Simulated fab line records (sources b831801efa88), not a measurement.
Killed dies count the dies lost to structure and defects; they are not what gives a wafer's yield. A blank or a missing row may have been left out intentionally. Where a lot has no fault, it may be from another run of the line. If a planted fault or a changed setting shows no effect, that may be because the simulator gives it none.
One fault through the eyes of 2 desks    flow gf180mcu    every desk sees just its own numbers, and what lay behind them comes last

== THE METROLOGY DESK ==
What the gauges read for every lot (on any tool): the sampled wafers with a number, averaged. Marked OUT: a lot whose mean sits more than 4 standard deviations from the usual mean, which makes it out of limits; the brackets give that distance.
Columns: A = cdNm at GF_M5_CD_MEAS_07, usual 280.2 nm; B = M5_OVL at GF_M5_OVL_MEAS_08, usual 0 nm
lot   first seen here  A      B
L148  day 26 22:23     279.2  0
L150  day 27 10:48     280.8  -1
L158  day 29 22:16     281.1  -3
L160  day 30 12:03     279.9  -2
L164  day 31 18:29     278.9  6
L165  day 32 04:58     279.5  -2
This desk's finding: nothing out of limits on any of the 6 lots.

== FOR THE TOOL OWNER'S DESK: rieDiel-02 ==
The tool's own readings at GF_M5_ETCH_09 (etches Si3N4 in CF4/O2, target depth 52 nm, time 11.6 s): means of the sampled wafers that have a number, for each lot that ran on this tool. Marked OUT: a lot whose mean sits more than 4 standard deviations from the usual mean, which makes it out of limits; the brackets give that distance.
Columns: A = O2_flow_sccm at GF_M5_ETCH_09, usual 10.003 sccm; B = drypumpMotorCurrentA at GF_M5_ETCH_09, usual 5.6 A; C = oesProductAu at GF_M5_ETCH_09, usual 0.999 a.u.; D = throttleValvePct at GF_M5_ETCH_09, usual 5.970 %
lot   first seen here  A       B    C      D
L150  day 27 10:56     10.007  5.6  1.001  5.962
L158  day 29 22:25     10.000  5.6  0.994  5.965
L160  day 30 12:11     9.970   5.6  0.987  5.967
This desk's finding: nothing out of limits on any of the 3 lots.

== ALL TOGETHER ==
From the metrology desk's view, nothing was out of limits.
Nothing out of limits was seen by the tool owner's desk.

== WHAT THE SIMULATOR HAD PUT IN ==
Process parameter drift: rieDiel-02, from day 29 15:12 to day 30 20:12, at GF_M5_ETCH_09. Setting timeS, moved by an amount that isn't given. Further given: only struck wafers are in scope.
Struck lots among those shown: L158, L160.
